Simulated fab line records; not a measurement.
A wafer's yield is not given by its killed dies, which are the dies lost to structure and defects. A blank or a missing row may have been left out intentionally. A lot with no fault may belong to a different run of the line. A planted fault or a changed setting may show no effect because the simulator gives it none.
The same fault as seen by 2 desks | flow gf180mcu | every desk sees just its own numbers, and what lay behind them comes last

== METROLOGY DESK ==
Means of the sampled wafers that have a number, per lot and without regard to the tool the lot ran on: this is what the gauges read. Marked OUT: a lot whose mean sits more than 4 standard deviations from the usual mean, which makes it out of limits; the brackets give that distance.
Columns: A = V4_W_THK at GF_V4_THK_MEAS_25, usual 345 nm; B = V5_W_RS at GF_V5_RS_MEAS_24, usual 0.326 ohm/sq; C = V5_W_THK at GF_V5_THK_MEAS_25, usual 343 nm
lot  | first seen here | A   | B               | C
L492 | day 24 10:07    | 343 | 0.324           | 342
L493 | day 24 13:37    | 334 | 0.325           | 341
L496 | day 25 19:35    | 344 | 0.330           | 335
L500 | day 27 05:04    | 347 | 0.327           | 344
L502 | day 27 19:15    | 343 | 0.327           | 343
L503 | day 28 04:06    | 352 | 0.327           | 341
L504 | day 28 09:18    | 337 | 0.327           | 343
L506 | day 28 21:34    | 354 | 0.534 (+63) OUT | 212 (-27) OUT
L508 | day 29 08:53    | 350 | 0.540 (+65) OUT | 212 (-27) OUT
L513 | day 31 03:16    | 351 | 0.323           | 344
L514 | day 31 06:10    | 341 | 0.327           | 338
This desk finds L506, L508 out of limits, with the earliest case on L506 at day 31 08:10 (V5_W_RS at GF_V5_RS_MEAS_24). L492, L493, L496, L500, L502, L503, L504, L513, L514 stayed within limits.

== TOOL OWNER'S DESK, cvd w-02 ==
The tool's own readings at GF_V5_CVD_23 (deposits W, target thk 350 nm, time 104.9 s): means of the sampled wafers that have a number, for each lot that ran on this tool. Marked OUT: a lot whose mean sits more than 4 standard deviations from the usual mean, which makes it out of limits; the brackets give that distance.
Columns: A = heater power outer w at GF_V5_CVD_23, usual 545 W; B = heater power w at GF_V5_CVD_23, usual 913 W
lot  | first seen here | A   | B
L492 | day 27 03:13    | 531 | 906
L496 | day 28 11:18    | 529 | 918
L500 | day 29 18:44    | 504 | 825
L502 | day 30 08:18    | 503 | 828
L506 | day 31 08:04    | 512 | 854
L508 | day 31 18:04    | 504 | 858
Result from this desk: across the 6 lots, nothing is out of limits.

== BROUGHT TOGETHER ==
The metrology desk could have raised an alarm at day 31 08:10, on L506, L508.
The desk of the tool owner found nothing out of limits.
The tool owner's desk has L506, L508 on record, within its limits.
Of the lots named, all ran GF_V5_CVD_23 on cvd w-02.

== WHAT THE SIMULATOR HAD INSERTED ==
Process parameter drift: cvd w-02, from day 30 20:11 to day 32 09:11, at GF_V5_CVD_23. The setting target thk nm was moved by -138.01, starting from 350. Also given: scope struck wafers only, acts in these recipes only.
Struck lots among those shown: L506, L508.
Hours from the fault's start to each desk's first reading out of limits: the metrology desk, 12.
